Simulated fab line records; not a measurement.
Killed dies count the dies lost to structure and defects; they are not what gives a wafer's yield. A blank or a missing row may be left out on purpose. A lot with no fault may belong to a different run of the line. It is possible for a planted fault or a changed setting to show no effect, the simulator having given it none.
Matching of chambers -- flow sfq_line -- SFQ_TRILAYER_I4_CMP_CMP_100 on cmp-01: 4 sister chambers
The step polishes SiO2. 4 wafers are shown with their chamber, then 7 later ones without.

== WAFERS, EACH WITH ITS CHAMBER ==
wafer,chamber,motor_current_A (A)
L782.1,2,9.5
L782.6,3,11.1
L783.4,1,8.6
L783.1,0,9.6

== WAFERS WHOSE CHAMBER IS MISSING ==
wafer,motor_current_A (A)
L783.6,10.1
L784.1,10.2
L784.3,9.8
L784.5,9.4
L787.1,8.8
L787.3,9.5
L787.5,9.2

== EACH ONE'S CHAMBER ==
wafer,from the rows above,in truth
L783.6,can't be placed: 0 or 2 or 3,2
L784.1,can't be placed: 0 or 2 or 3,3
L784.3,can't be placed: 0 or 2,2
L784.5,can't be placed: 2 or 0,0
L787.1,can't be placed: 1 or 2 or 0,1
L787.3,can't be placed: 2 or 0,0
L787.5,can't be placed: 2 or 0 or 1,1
Placed correctly: 0 of 7. Not placeable from these rows: 7 (in 7, the candidates include the true chamber). Placed wrongly: 0.
How it was worked out, from the rows above alone: a wafer's distance from a chamber is the root of the sum, over the readings, of the square of ((its reading less the chamber's mean) divided by the reading's scatter). If the next closest chamber is less than 2 further off than the closest, the wafer can't be placed; otherwise it belongs to the closest. A chamber's mean is the mean of its shown wafers. The scatter (one wafer shown for each chamber): square how far every hidden wafer sits from the nearest shown wafer, average those squares and take the square root.
